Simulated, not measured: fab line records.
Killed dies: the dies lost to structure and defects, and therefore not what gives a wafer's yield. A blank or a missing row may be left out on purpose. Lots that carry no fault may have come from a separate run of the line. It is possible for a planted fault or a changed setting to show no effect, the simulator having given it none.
Problem report in the 8D (eight disciplines) form, filled by code    flow sfq_line    the parts of the form that need people (team, actions taken, sign-off) are left out

== 1. WHAT WENT WRONG ==
SFQ_TRILAYER_M5_BARC_OPEN_METAL_ETCH_161, run_length_s: mean 74.9 s over 1 wafer from 1 lot; wafers with no fault: 70.6 s, standard deviation 0.79. Relative to the usual mean, that is a shift of +5.4 standard deviations.
The step: etches BARC in O2, target depth 125 nm, time 41.7 s.
Seen first at day 52 21:51 on rie_metal-02, wafer L232.4. Wafers with a number at this step in the record: 38, from 13 lots. The rule behind "out" and "out of limits": a value lying over 4 standard deviations away from the usual mean. The rest of the wafers with a number are treated as sound.

== 2. WHAT IT IS, WHAT IT ISN'T ==
question                     is                 is not
which readings at this step  run_length_s       drypump_motor_current_A
which lots                   L232               L227, L228, L231, L234, L238, L239, L241, L243, L244, L246, L247, L248
which wafers of those lots   L232.4             L232.3, L232.5
read on which tools          rie_metal-02       rie_metal-03, rie_metal-04
when                         from day 52 21:51  up to then (11 sound wafers); but 26 sound wafers of L234, L238, L239, L241, L243, L244, L246, L247, L248 came after

== 3. THE SUSPECTS, EACH WITH WHAT RULES IT OUT ==
Counting: any tool at a process step up to the reading remains a suspect provided it ran every lot that is out. Sound lots after the first of them don't rule it out here, since some wafers of a struck lot are sound.
- rie_metal-02 at SFQ_TRILAYER_M5_BARC_OPEN_METAL_ETCH_161 (etches BARC in O2, target depth 125 nm, time 41.7 s): kept. L232, the lot that is out, went through it at day 52 21:51; up to then, the latest sound lot through it was L228 at day 49 12:42. Out on those wafers are its own readings of run_length_s.
After counting, what remains is rie_metal-02 at SFQ_TRILAYER_M5_BARC_OPEN_METAL_ETCH_161.

== 4. THE CAUSE (what the simulator had put in) ==
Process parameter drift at SFQ_TRILAYER_M5_BARC_OPEN_METAL_ETCH_161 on rie_metal-02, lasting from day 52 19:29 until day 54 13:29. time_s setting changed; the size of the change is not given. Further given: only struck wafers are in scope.
This tool alone remained once counting was done.

== 5. THE EFFECT CHAIN, in route order ==
Each row: a reading whose mean over the struck wafers that have a number lies more than 3 standard deviations from the usual. Only readings whose record carries a usual standard deviation are examined. hours: median over the lots of the time between each lot's start at the first step of this table that gives one and its start at this step. sigmas: the change, counted in usual standard deviations.
hours  step                                      reading         usual       on struck wafers  change  sigmas
0      SFQ_TRILAYER_M5_BARC_OPEN_METAL_ETCH_161  oes_product_au  0.685 a.u.  0.670             -0.015  -3.0
0      SFQ_TRILAYER_M5_BARC_OPEN_METAL_ETCH_161  run_length_s    70.6 s      74.9              +4.3    +5.4
Here are the process steps it includes:
- SFQ_TRILAYER_M5_BARC_OPEN_METAL_ETCH_161: etches BARC in O2, target depth 125 nm, time 41.7 s.

== 6. HOW IT WOULD HAVE BEEN CAUGHT EARLIER ==
First out-of-limits reading in this record: day 52 21:51, which is 2 hours after fault onset at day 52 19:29.
